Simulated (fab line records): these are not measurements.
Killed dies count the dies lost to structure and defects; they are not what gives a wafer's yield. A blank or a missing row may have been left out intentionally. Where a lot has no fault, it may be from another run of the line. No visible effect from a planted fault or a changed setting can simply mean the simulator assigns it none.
Tool commonality check    flow sky130    Sampled: 12 lots, 36 wafers

WHY IT WAS OPENED
SKY_VT_ADJUST_LVTN_TW_MEAS_21, reading VT_ADJUST_LVTN_2_TW: flagged on 2 of 12 lots. No-fault wafers: 188.5, standard deviation 0.83.
Rule: a lot is flagged in two cases, either no wafer of it has a number, or all its wafers with numbers fall more than 4 standard deviations from that mean. All remaining lots are regarded as sound.

lot   measured      on             VT_ADJUST_LVTN_2_TW, wafer by wafer  flag
L626  day 7 15:10   film metro-02  188.6 187.7 188.5                    
L627  day 8 01:23   film metro-01  189.2 188.9 189.8                    
L629  day 8 08:53   film metro-01  190.0 188.1 188.7                    
L630  day 8 18:58   film metro-01  189.6 189.0 188.9                    
L637  day 10 23:58  film metro-03  204.7 203.4 203.8                    FLAGGED
L638  day 11 06:59  film metro-02  204.4 205.5 205.6                    FLAGGED
L643  day 12 16:15  film metro-01  190.5 189.2 188.5                    
L644  day 13 11:13  film metro-03  187.3 188.0 187.6                    
L645  day 13 14:56  film metro-03  187.9 187.4 187.4                    
L646  day 13 16:40  film metro-03  187.2 188.0 187.6                    
L648  day 14 04:03  film metro-03  187.3 187.8 188.0                    
L649  day 14 12:25  film metro-02  189.6 188.7 189.4                    
On average the flagged lots' numbers are 204.6, which is +16.1 against the usual, or +19 standard deviations.

EACH LOT AND THE TOOL IT RAN ON
The record holds 3 process steps before the reading, out of a route of 708 steps. Read each cell as the tool, then ch plus the chambers that the sampled wafers visited, then the start.
lot   flag     SKY_PWDE_STRIP_09                    SKY_VT_ADJUST_HVTP_STRIP_10           SKY_VT_ADJUST_LVTN_IMPLANT_19
L626           plasma asher-02 ch 0,1, day 3 21:21  plasma asher-02 ch 0,1, day 6 00:55   implanter-02 ch 0, day 7 14:55
L627           plasma asher-02 ch 0,1, day 4 03:38  plasma asher-01 ch 0,1, day 6 10:04   implanter-02 ch 0, day 8 01:08
L629           plasma asher-03 ch 0,1, day 4 10:57  plasma asher-02 ch 0,1, day 6 18:19   implanter-02 ch 0, day 8 08:38
L630           plasma asher-02 ch 0,1, day 4 18:50  plasma asher-02 ch 0,1, day 7 02:32   implanter-02 ch 0, day 8 18:45
L637  FLAGGED  plasma asher-03 ch 0, day 6 13:54    plasma asher-02 ch 1, day 9 02:37     implanter-04 ch 0, day 10 23:43
L638  FLAGGED  plasma asher-01 ch 0,1, day 6 18:32  plasma asher-04 ch 0,1, day 9 08:49   implanter-04 ch 0, day 11 06:44
L643           plasma asher-01 ch 0,1, day 7 22:45  plasma asher-02 ch 0,1, day 10 16:31  implanter-03 ch 0, day 12 16:01
L644           plasma asher-02 ch 0,1, day 8 13:49  plasma asher-02 ch 0,1, day 11 09:59  implanter-03 ch 0, day 13 11:00
L645           plasma asher-01 ch 1, day 8 16:26    plasma asher-01 ch 0,1, day 11 14:04  implanter-03 ch 0, day 13 14:41
L646           plasma asher-02 ch 0,1, day 8 17:01  plasma asher-02 ch 0,1, day 11 14:59  implanter-03 ch 0, day 13 16:26
L648           plasma asher-01 ch 0,1, day 9 04:17  plasma asher-02 ch 0,1, day 12 01:25  implanter-03 ch 0, day 14 03:49
L649           plasma asher-03 ch 0,1, day 9 11:11  plasma asher-02 ch 0,1, day 12 09:34  implanter-03 ch 0, day 14 12:10
What the steps here do:
- SKY_PWDE_STRIP_09: strips in O2/N2.
- SKY_VT_ADJUST_HVTP_STRIP_10: strips in O2/N2.
- SKY_VT_ADJUST_LVTN_IMPLANT_19
- SKY_VT_ADJUST_LVTN_TW_MEAS_21

FLAGGED OVER TOTAL, TOOL BY TOOL (the gauges that took the reading come last)
step                           tool             lots run  flagged  share of the flagged lots  sound lots run after its first flagged lot
SKY_PWDE_STRIP_09              plasma asher-01  4         1        some                       3 (L643,L645,L648)
SKY_PWDE_STRIP_09              plasma asher-02  5         0        none                       -
SKY_PWDE_STRIP_09              plasma asher-03  3         1        some                       1 (L649)
SKY_VT_ADJUST_HVTP_STRIP_10    plasma asher-01  2         0        none                       -
SKY_VT_ADJUST_HVTP_STRIP_10    plasma asher-02  9         1        some                       5 (L643,L644,L646,L648,L649)
SKY_VT_ADJUST_HVTP_STRIP_10    plasma asher-04  1         1        some                       0
SKY_VT_ADJUST_LVTN_IMPLANT_19  implanter-02     4         0        none                       -
SKY_VT_ADJUST_LVTN_IMPLANT_19  implanter-03     6         0        none                       -
SKY_VT_ADJUST_LVTN_IMPLANT_19  implanter-04     2         2        all                        0
SKY_VT_ADJUST_LVTN_TW_MEAS_21  film metro-01    4         0        none                       -
SKY_VT_ADJUST_LVTN_TW_MEAS_21  film metro-02    3         1        some                       1 (L649)
SKY_VT_ADJUST_LVTN_TW_MEAS_21  film metro-03    5         1        some                       4 (L644,L645,L646,L648)

WHAT THE TABLE ALLOWS
All flagged lots share 1 row of the table, namely implanter-04 at SKY_VT_ADJUST_LVTN_IMPLANT_19.
- implanter-04 at SKY_VT_ADJUST_LVTN_IMPLANT_19 ran 2 lots, 2 of them flagged. No sound lot ran on it before its first flagged lot in this sample; the start therefore can't be narrowed down. Its own readings (dose ions cm2, faraday current uA) fall more than 4 standard deviations out on all wafers of the flagged lots.
Just one tool remains: implanter-04 at SKY_VT_ADJUST_LVTN_IMPLANT_19.

WHAT THE SIMULATOR HAD PUT IN
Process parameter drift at SKY_VT_ADJUST_LVTN_IMPLANT_19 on implanter-04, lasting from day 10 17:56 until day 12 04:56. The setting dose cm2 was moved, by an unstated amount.
Lots struck among those shown: L637, L638. The rule given above showed the same thing.
